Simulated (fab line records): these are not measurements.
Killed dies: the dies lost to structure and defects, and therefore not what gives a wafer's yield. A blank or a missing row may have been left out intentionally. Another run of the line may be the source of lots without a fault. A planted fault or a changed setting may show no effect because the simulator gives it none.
fab line records	flow sky130	part 2 of 2: steps 30 to 45 of 45
[record] lots = 5	wafers = 15	last-day = 50
route steps=708 shown CAP2M@606 METAL4@621 VIA4@639
lots with no fault: from the same line, run without faults
start-h: hours from the record's first day to the start of the lot's first wafer shown	wait-h: how many hours have passed since the lot's step before this one	" same as the row above	L1.1+2: one row covering several wafers at once	- no value, or no start was given	* or withheld: withheld	< > ~ a bound
route shown NAME@n: NAME is a module with steps in the file, n the number in the route of the first one	usual: mean and standard deviation over wafers with no fault	same: alike in all rows	chamber/n: place in a boat	sites: each site's reading	_std_site: standard deviation across them	_edge_site: outer sites' mean less inner sites'	radius-mm: how far each site lies from the wafer's centre	mask NAME#n: copy n	behind: tool/chamber where the wafer was last shaped	hold: why the lot went on hold/how many hours it stayed there/how the hold came to an end	device: the n, p or np transistor that did not switch	end of line: the tests these same wafers got at the end of their route	a step given without rows: its recipe and nothing more	killed: dies lost to structure and defects at the first sort, not the wafer's yield	map: dies across one wafer; x = killed, . = not, _ = none there
set.NAME: the run value of the setting; set.NAME@STEP: its run value at that earlier step	model.NAME: the simulator's own value behind a step, which no gauge read
certain route steps with their lots: each step a table, each wafer a row
services: from which hour (start-h, from the record's first day; less than 0 if before it) a tool's chamber was out of use, for how many hours, and why
[[steps]]
[step SKY_METAL4_STRIP_19]
[recipe] chemistry = O2/N2	power-w = 1400	pressure-mtorr = 1500	platen-temp-c = withheld	o2-flow-sccm = 3000	n2-flow-sccm = 300	overash-fraction = 0.5
[usual] drypump-motor-current-A = 5.5/0.35	oes-product-au = 0.501/0.0055	strip-time-to-endpoint-s = 6.51/0.08
lot.wafer	tool	chamber	start-h	wait-h	drypump-motor-current-A	oes-product-au	rf-hours-counter-h	strip-time-to-endpoint-s
L077.1	plasma-asher-04	1	1007.30	0.1	5.7	0.497	116	6.54
L077.2	"	0	"	"	5.0	0.510	116	6.56
L077.3	"	1	"	"	5.7	0.499	-	6.54
L080.2	plasma-asher-02	0	1024.05	0.1	5.4	0.499	27	6.60
L080.5	"	1	"	"	6.1	0.510	-	6.54
L080.6	"	0	"	"	5.4	0.498	-	6.57
L083.2	plasma-asher-02	1	1046.52	0.1	6.0	0.513	29	6.71
L083.3	"	1	"	"	6.1	0.499	-	6.58
L083.6	"	0	"	"	5.4	0.517	-	6.69
L093.1	plasma-asher-04	1	1102.35	0.1	5.7	0.500	3	6.60
L093.4	"	1	"	"	5.6	0.492	-	6.49
L093.6	"	0	"	"	5.0	0.499	-	6.51
L096.1	plasma-asher-03	0	1117.13	0.1	5.6	0.497	70	6.51
L096.2	"	1	"	"	5.1	0.500	70	6.43
L096.6	"	1	"	"	5.1	0.506	-	6.58
[step SKY_METAL4_STRIP_20]
[recipe] chemistry = post-etch-residue-remover	time-s = 1200	temp-c = 72.5
lot.wafer	tool	chamber	start-h	wait-h
L077.1+2+3	wet-bench-04	2	1007.40	0.1
L080.2+5+6	wet-bench-02	2	1024.15	0.1
L083.2+3+6	wet-bench-02	2	1046.62	0.1
L093.1+4+6	wet-bench-04	3	1102.45	0.1
L096.1+2+6	wet-bench-04	2	1117.23	0.1
[step SKY_METAL4_CLEAN_21]
[recipe] chemistry = IPA	time-s = 180	temp-c = 25
lot.wafer	tool	chamber	start-h	wait-h
L077.1+2+3	wet-bench-04	0	1007.74	0.0
L080.2+5+6	wet-bench-01	3	1024.49	0.0
L083.2+3+6	wet-bench-01	1	1046.96	0.0
L093.1+4+6	wet-bench-01	2	1102.79	0.0
L096.1+2+6	wet-bench-02	2	1117.60	0.0
[step SKY_METAL4_CLEAN_22]
[recipe] chemistry = O3/DIW	dry = n2-spin
lot.wafer	tool	chamber	start-h	wait-h
L077.1+2+3	wet-bench-04	2	1007.80	0.0
L080.2+5+6	wet-bench-02	3	1024.55	0.0
L083.2+3+6	wet-bench-04	2	1047.02	0.0
L093.1+4+6	wet-bench-02	0	1102.85	0.0
L096.1+2+6	wet-bench-01	1	1117.67	0.0
[step SKY_VIA4_HDPCVD_00]
[recipe] material = SiO2	target-thk-nm = 1750	sigma-open-frac = 0.3	time-s = 291.7	temp-c = 400	sih4-flow-sccm = 60	pressure-mtorr = 6
lot.wafer	tool	chamber	start-h	wait-h
L077.1+2+3	hdpcvd-02	1,2,0	1007.89	0.0
L080.2+5+6	hdpcvd-01	2,2,1	1024.64	0.0
L083.2+3+6	hdpcvd-01	0,1,1	1047.13	0.0
L093.1+4+6	hdpcvd-02	0,2,0	1102.94	0.0
L096.1+2+6	hdpcvd-02	2,0,0	1117.76	0.0
[step SKY_VIA4_THK_MEAS_01]
[recipe] reads = SiO2_of_VIA4_HDPCVD_00
[usual] VIA4_HDPCVD_THK = 1757/19
lot.wafer	tool	chamber	start-h	wait-h	VIA4_HDPCVD_THK[nm]
L077.1	film-metro-03	-	1008.07	0.1	1733
L077.2	"	-	"	"	1740
L077.3	"	-	"	"	1775
L080.2	film-metro-04	-	1024.84	0.1	1742
L080.5	"	-	"	"	1742
L080.6	"	-	"	"	1791
L083.2	film-metro-04	-	1047.32	0.1	1756
L083.3	"	-	"	"	1760
L083.6	"	-	"	"	1781
L093.1	film-metro-01	-	1103.12	0.1	1766
L093.4	"	-	"	"	1723
L093.6	"	-	"	"	1759
L096.1	film-metro-03	-	1117.94	0.1	1738
L096.2	"	-	"	"	1798
L096.6	"	-	"	"	1783
[step SKY_VIA4_CMP_02]
[recipe] material = SiO2	down-force-psi = 4	platen-rpm = 60	pad-velocity-m-s = 0.94248
[usual] motor-current-A = 12.0/0.97
lot.wafer	tool	chamber	start-h	wait-h	motor-current-A
L077.3	cmp-02	2	1008.55	0.4	11.6
L077.1	"	3	"	"	12.2
L077.2	"	0	"	"	10.2
L080.2	cmp-01	2	1025.05	0.2	13.3
L080.6	"	3	"	"	13.1
L080.5	"	0	"	"	13.3
L083.3	cmp-02	1	1047.47	0.1	11.7
L083.2	"	2	"	"	11.2
L083.6	"	0	"	"	10.3
L093.4	cmp-01	2	1103.18	0.0	12.3
L093.1	"	0	"	"	13.1
L093.6	"	2	"	"	13.3
L096.1	cmp-02	3	1118.00	0.1	12.2
L096.2	"	2	"	"	11.2
L096.6	"	3	"	"	11.5
[step SKY_VIA4_BOW_MEAS_03]
[recipe] mode = bow
[usual] VIA4_BOW = 80/8.2
lot.wafer	tool	chamber	start-h	wait-h	VIA4_BOW[um]
L077.1	film-metro-01	-	1008.80	0.1	80
L077.2	"	-	"	"	74
L077.3	"	-	"	"	75
L080.2	film-metro-04	-	1025.22	0.1	84
L080.5	"	-	"	"	84
L080.6	"	-	"	"	85
L083.2	film-metro-04	-	1047.69	0.1	72
L083.3	"	-	"	"	78
L083.6	"	-	"	"	86
L093.1	film-metro-01	-	1103.48	0.1	96
L093.4	"	-	"	"	102
L093.6	"	-	"	"	82
L096.1	film-metro-03	-	1118.30	0.2	77
L096.2	"	-	"	"	80
L096.6	"	-	"	"	77
[step SKY_VIA4_DEHYDRATE_04]
[recipe] temp-c = 200	time-s = 60
lot.wafer	tool	chamber	start-h	wait-h
L077.1+2+3	litho-track-01	0	1020.12	11.3
L080.2+5+6	litho-track-02	0	1035.29	10.1
L083.2+3+6	litho-track-01	0	1057.55	9.8
L093.1+4+6	litho-track-04	0	1113.62	10.1
L096.1+2+6	litho-track-01	0	1126.77	8.5
[step SKY_VIA4_HMDS_05]
[recipe] prime-time-s = 60	prime-temp-c = 120
lot.wafer	tool	chamber	start-h	wait-h
L077.1+2+3	litho-track-01	0	1020.27	0.1
L080.2+5+6	litho-track-02	0	1035.44	0.1
L083.2+3+6	litho-track-01	0	1057.70	0.1
L093.1+4+6	litho-track-04	0	1113.77	0.1
L096.1+2+6	litho-track-01	0	1126.92	0.1
[step SKY_VIA4_COAT_06]
[recipe] resist = NOVOLAK	spin-rpm = 3000	resist-thk-nm = 1140
lot.wafer	tool	chamber	start-h	wait-h
L077.1+2+3	litho-track-01	0	1020.42	0.1
L080.2+5+6	litho-track-02	0	1035.59	0.1
L083.2+3+6	litho-track-01	0	1057.85	0.1
L093.1+4+6	litho-track-04	0	1113.92	0.1
L096.1+2+6	litho-track-01	0	1127.07	0.1
[step SKY_VIA4_SOFTBAKE_07]
[recipe] temp-c = 90	time-s = 60	resist = NOVOLAK
lot.wafer	tool	chamber	start-h	wait-h
L077.1+2+3	litho-track-01	0	1020.57	0.1
L080.2+5+6	litho-track-02	0	1035.74	0.1
L083.2+3+6	litho-track-01	0	1058.00	0.1
L093.1+4+6	litho-track-04	0	1114.07	0.1
L096.1+2+6	litho-track-01	0	1127.22	0.1
[step SKY_VIA4_EXPOSE_08]
[recipe] mask-id = VIM4	na = 0.6	source-shape = conventional	sigma-outer = 0.6	polarization = unpolarized	target-cd-nm = 800	dose-mj = 132
lot.wafer	tool	chamber	start-h	wait-h	mask
L077.1+2+3	iline-stepper-02	0	-	-	VIM4#0
L080.2+5+6	iline-stepper-01	0	-	-	VIM4#0
L083.2+3+6	iline-stepper-02	0	-	-	VIM4#0
L093.1+4+6	iline-stepper-02	0	-	-	VIM4#0
L096.1+2+6	iline-stepper-01	0	-	-	VIM4#0
[step SKY_VIA4_PEB_09]
[recipe] temp-c = withheld	time-s = *	resist = NOVOLAK
lot.wafer	tool	chamber	start-h	wait-h
L077.1+2+3	litho-track-02	0	-	-
L080.2+5+6	litho-track-01	0	-	-
L083.2+3+6	litho-track-01	0	-	-
L093.1+4+6	litho-track-01	0	-	-
L096.1+2+6	litho-track-04	0	-	-
[step SKY_VIA4_DEVELOP_10]
[recipe] resist = NOVOLAK	developer = TMAH	develop-time-s = 60	dev-temp-c = 23
lot.wafer	tool	chamber	start-h	wait-h
L077.1+2+3	litho-track-02	0	1031.32	0.1
L080.2+5+6	litho-track-01	0	1047.45	0.1
L083.2+3+6	litho-track-01	0	1069.65	0.1
L093.1+4+6	litho-track-01	0	1123.32	0.1
L096.1+2+6	litho-track-04	0	1137.07	0.1
[step SKY_VIA4_OVL_MEAS_11]
[usual] VIA4_OVL = 0.5/1.3
lot.wafer	tool	chamber	start-h	wait-h	VIA4_OVL[nm]
L077.1	overlay-01	-	1031.47	0.1	0.8
L077.2	"	-	"	"	0.5
L077.3	"	-	"	"	0.6
L080.2	overlay-01	-	1047.58	0.1	1.9
L080.5	"	-	"	"	0.0
L080.6	"	-	"	"	0.4
L083.2	overlay-02	-	1069.78	0.1	0.1
L083.3	"	-	"	"	-1.9
L083.6	"	-	"	"	-2.3
L093.1	overlay-02	-	1123.47	0.1	-0.4
L093.4	"	-	"	"	-0.3
L093.6	"	-	"	"	1.1
L096.1	overlay-01	-	1137.22	0.1	0.2
L096.2	"	-	"	"	-0.4
L096.6	"	-	"	"	0.7
[[services]]
tool	chamber	start-h	hours	kind
krf-scanner-02	-	960.61	0.6	repair
cmp-02	-	966.38	3.9	repair
krf-scanner-02	-	967.63	1.3	pm
krf-scanner-02	-	968.93	1.0	pm
iline-stepper-02	-	976.02	8.7	repair
rie-metal-03	0	982.63	2.7	repair
rie-metal-03	1	984.74	4.0	repair
cmp-02	-	985.58	12.6	repair
krf-scanner-02	-	1011.29	3.6	pm
plasma-asher-04	-	1015.52	3.1	repair
rie-metal-01	0	1033.46	1.9	repair
rie-metal-01	0	1042.65	16.9	repair
rie-diel-02	-	1045.57	0.1	repair
rie-metal-01	1	1048.55	8.3	repair
wet-bench-01	-	1049.82	1.5	repair
plasma-asher-04	-	1055.25	9.0	pm
rie-metal-01	-	1068.86	2.8	pm
plasma-asher-04	-	1091.35	8.5	repair
wet-bench-03	-	1093.88	4.4	pm
wet-bench-02	-	1096.12	4.1	repair
iline-stepper-01	-	1102.59	1.7	pm
rie-diel-02	0	1118.83	8.6	repair
plasma-asher-04	-	1123.58	1.5	repair
iline-stepper-02	-	1133.79	1.7	pm
